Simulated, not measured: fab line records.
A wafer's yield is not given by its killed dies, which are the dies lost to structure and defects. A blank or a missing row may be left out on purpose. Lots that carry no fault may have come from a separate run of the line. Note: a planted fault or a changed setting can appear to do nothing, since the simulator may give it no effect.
Which of the tools did it? :: flow sky130 :: 12 lots with 36 wafers sampled at 2 steps, on a route of 708 steps

## WHAT EACH GAUGE READ, for each wafer
SKY_VT_ADJUST_PCH_TW_MEAS_10. Usual: VT_ADJUST_PCH_TW 142.5, standard deviation 1.3.
lot: L820
measured: day 10 18:47
on: film metro-04
VT_ADJUST_PCH_TW: 144.9 144.7 144.6
flag: 

lot: L823
measured: day 11 20:33
on: film metro-01
VT_ADJUST_PCH_TW: 140.9 141.4 141.2
flag: 

lot: L825
measured: day 12 06:44
on: film metro-03
VT_ADJUST_PCH_TW: 143.5 143.7 143.1
flag: 

lot: L826
measured: day 12 09:35
on: film metro-01
VT_ADJUST_PCH_TW: 141.7 141.3 142.0
flag: 

lot: L828
measured: day 12 23:51
on: film metro-01
VT_ADJUST_PCH_TW: 141.5 141.7 141.9
flag: 

lot: L829
measured: day 13 09:26
on: film metro-01
VT_ADJUST_PCH_TW: 140.1 140.3 141.9
flag: 

lot: L831
measured: day 14 01:54
on: film metro-03
VT_ADJUST_PCH_TW: 142.9 142.0 141.9
flag: 

lot: L833
measured: day 14 16:17
on: film metro-01
VT_ADJUST_PCH_TW: 141.5 142.6 143.1
flag: 

lot: L835
measured: day 15 06:08
on: film metro-01
VT_ADJUST_PCH_TW: 141.1 140.9 141.6
flag: 

lot: L837
measured: day 16 01:45
on: film metro-03
VT_ADJUST_PCH_TW: 143.6 143.9 143.4
flag: 

lot: L838
measured: day 16 16:35
on: film metro-03
VT_ADJUST_PCH_TW: 143.4 143.5 143.7
flag: 

lot: L840
measured: day 17 01:13
on: film metro-03
VT_ADJUST_PCH_TW: 141.9 143.6 143.2
flag: 

## TOOL THAT RAN EACH LOT (tool first, then ch and the chambers of the sampled wafers, then the start)
lot: L820
SKY_VT_ADJUST_HVTR_STRIP_10: plasma asher-01 ch 0,1, day 9 19:39

lot: L823
SKY_VT_ADJUST_HVTR_STRIP_10: plasma asher-01 ch 0,1, day 10 19:08

lot: L825
SKY_VT_ADJUST_HVTR_STRIP_10: plasma asher-01 ch 0,1, day 11 06:32

lot: L826
SKY_VT_ADJUST_HVTR_STRIP_10: plasma asher-01 ch 0,1, day 11 09:21

lot: L828
SKY_VT_ADJUST_HVTR_STRIP_10: plasma asher-03 ch 0,1, day 11 23:27

lot: L829
SKY_VT_ADJUST_HVTR_STRIP_10: plasma asher-03 ch 0,1, day 12 08:42

lot: L831
SKY_VT_ADJUST_HVTR_STRIP_10: plasma asher-03 ch 0,1, day 13 00:07

lot: L833
SKY_VT_ADJUST_HVTR_STRIP_10: plasma asher-03 ch 0,1, day 13 13:22

lot: L835
SKY_VT_ADJUST_HVTR_STRIP_10: plasma asher-01 ch 0,1, day 14 03:21

lot: L837
SKY_VT_ADJUST_HVTR_STRIP_10: plasma asher-03 ch 0,1, day 14 22:30

lot: L838
SKY_VT_ADJUST_HVTR_STRIP_10: plasma asher-03 ch 1, day 15 12:49

lot: L840
SKY_VT_ADJUST_HVTR_STRIP_10: plasma asher-01 ch 1, day 15 20:46
- SKY_VT_ADJUST_HVTR_STRIP_10: strips in O2/N2.

## AS READ BY THE TOOLS THEMSELVES (means over the sampled wafers that have a number; for cases with no such wafer, the mark the record gives instead)
SKY_VT_ADJUST_HVTR_STRIP_10. Usual: drypump motor current A 6.0 A, standard deviation 0.4; n2 flow sccm 300.1 sccm, standard deviation 0.87; oes product au 0.715 a.u., standard deviation 0.0049; strip time to endpoint s 14.20 s, standard deviation 0.046.
lot: L820
tool: plasma asher-01
drypump motor current A (A): 6.5
n2 flow sccm (sccm): 300.6
oes product au (a.u.): 0.720
strip time to endpoint s (s): 14.19
flag: 

lot: L823
tool: plasma asher-01
drypump motor current A (A): 6.5
n2 flow sccm (sccm): 300.4
oes product au (a.u.): 0.713
strip time to endpoint s (s): 14.17
flag: 

lot: L825
tool: plasma asher-01
drypump motor current A (A): 6.5
n2 flow sccm (sccm): 300.6
oes product au (a.u.): 0.717
strip time to endpoint s (s): 14.19
flag: 

lot: L826
tool: plasma asher-01
drypump motor current A (A): 6.3
n2 flow sccm (sccm): 298.4
oes product au (a.u.): 0.719
strip time to endpoint s (s): 14.18
flag: 

lot: L828
tool: plasma asher-03
drypump motor current A (A): 5.8
n2 flow sccm (sccm): 299.5
oes product au (a.u.): 0.716
strip time to endpoint s (s): 14.13
flag: 

lot: L829
tool: plasma asher-03
drypump motor current A (A): 5.8
n2 flow sccm (sccm): 299.9
oes product au (a.u.): 0.715
strip time to endpoint s (s): 14.18
flag: 

lot: L831
tool: plasma asher-03
drypump motor current A (A): 5.8
n2 flow sccm (sccm): 300.6
oes product au (a.u.): 0.717
strip time to endpoint s (s): 14.12
flag: 

lot: L833
tool: plasma asher-03
drypump motor current A (A): 5.8
n2 flow sccm (sccm): 299.6
oes product au (a.u.): 0.717
strip time to endpoint s (s): 14.25
flag: 

lot: L835
tool: plasma asher-01
drypump motor current A (A): 6.5
n2 flow sccm (sccm): 299.7
oes product au (a.u.): 0.715
strip time to endpoint s (s): 14.12
flag: 

lot: L837
tool: plasma asher-03
drypump motor current A (A): 5.8
n2 flow sccm (sccm): 299.4
oes product au (a.u.): 0.715
strip time to endpoint s (s): 14.20
flag: 

lot: L838
tool: plasma asher-03
drypump motor current A (A): 5.7
n2 flow sccm (sccm): 299.7
oes product au (a.u.): 0.716
strip time to endpoint s (s): 14.22
flag: 

lot: L840
tool: plasma asher-01
drypump motor current A (A): 6.7
n2 flow sccm (sccm): 299.8
oes product au (a.u.): 0.712
strip time to endpoint s (s): 14.16
flag: 

## THE ANSWER, worked out from the rows above alone
Rule: lot off if the mean of its wafers having a number is beyond 3 standard deviations from the usual mean. Also off: a lot with no number at a reading for which 4 or more lots have one. Where the step has rows for the other lots, those lots are counted as sound. Order of review: gauges by route order, followed by the tools' own readings, for which a lot's mean as printed above is used. The first step at which some lot is off is used, and at that step the reading that is off furthest; a lot without a number counts as furthest.
No lot is off at any reading shown: from this, nothing can be told.

## WHAT WAS PUT IN BY THE SIMULATOR
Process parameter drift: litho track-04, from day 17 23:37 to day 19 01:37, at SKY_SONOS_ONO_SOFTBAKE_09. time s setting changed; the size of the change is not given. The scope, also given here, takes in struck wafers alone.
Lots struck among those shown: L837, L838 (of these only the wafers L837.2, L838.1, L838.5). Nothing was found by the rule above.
